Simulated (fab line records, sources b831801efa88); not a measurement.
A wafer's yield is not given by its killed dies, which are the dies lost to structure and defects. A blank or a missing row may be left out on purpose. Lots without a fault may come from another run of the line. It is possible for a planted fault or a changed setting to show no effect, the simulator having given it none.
Which tool was responsible? + flow gf180mcu + 6 lots, 18 wafers sampled, at 2 steps of a route of 602

## WHAT THE GAUGES SHOWED, per wafer
GF_V4_THK_MEAS_25: measures by xrf.
| lot  | measured     | on            | V4_W_THK (nm) |
|------|--------------|---------------|---------------|
| L866 | day 26 00:57 | film-metro-04 | 347 347 344   |
| L867 | day 26 03:35 | film-metro-03 | 351 358 356   |
| L870 | day 26 22:31 | film-metro-04 | 346 352 351   |
| L872 | day 27 15:40 | film-metro-03 | 352 352 353   |
| L882 | day 30 09:50 | film-metro-04 | 346 340 345   |
| L885 | day 31 02:55 | film-metro-01 | 352 351 357   |

## EACH LOT AND THE TOOL THAT RAN IT (in order: tool; ch and the chambers of the sampled wafers; start)
| lot  | GF_V4_STRIP_18                       |
|------|--------------------------------------|
| L866 | plasma-asher-03 ch 0,1, day 26 00:05 |
| L867 | plasma-asher-02 ch 0,1, day 26 02:43 |
| L870 | plasma-asher-03 ch 0,1, day 26 21:40 |
| L872 | plasma-asher-04 ch 0,1, day 27 14:22 |
| L882 | plasma-asher-04 ch 0,1, day 30 08:54 |
| L885 | plasma-asher-03 ch 0,1, day 31 02:01 |
- GF_V4_STRIP_18: strips in O2/N2.

## THE ANSWER, worked out from the rows above alone
Rule: the lots themselves supply what counts as usual. The widest of any qualifying gaps counts: lots, ordered by their means at a reading, are off when they make up no more than a third of the lots, leave a main group of 4 or more, and stand apart from it by 3 or more times the standard deviation of that group's means. Not used: any main group whose means are identical at the precision the tables above print for the reading. Also off: a lot with no number at a reading for which 4 or more lots have one. The other lots that the step has rows for count as sound.
Nothing can be told from this: no lot is off at any reading shown.

## WHAT HAD BEEN PUT IN BY THE SIMULATOR
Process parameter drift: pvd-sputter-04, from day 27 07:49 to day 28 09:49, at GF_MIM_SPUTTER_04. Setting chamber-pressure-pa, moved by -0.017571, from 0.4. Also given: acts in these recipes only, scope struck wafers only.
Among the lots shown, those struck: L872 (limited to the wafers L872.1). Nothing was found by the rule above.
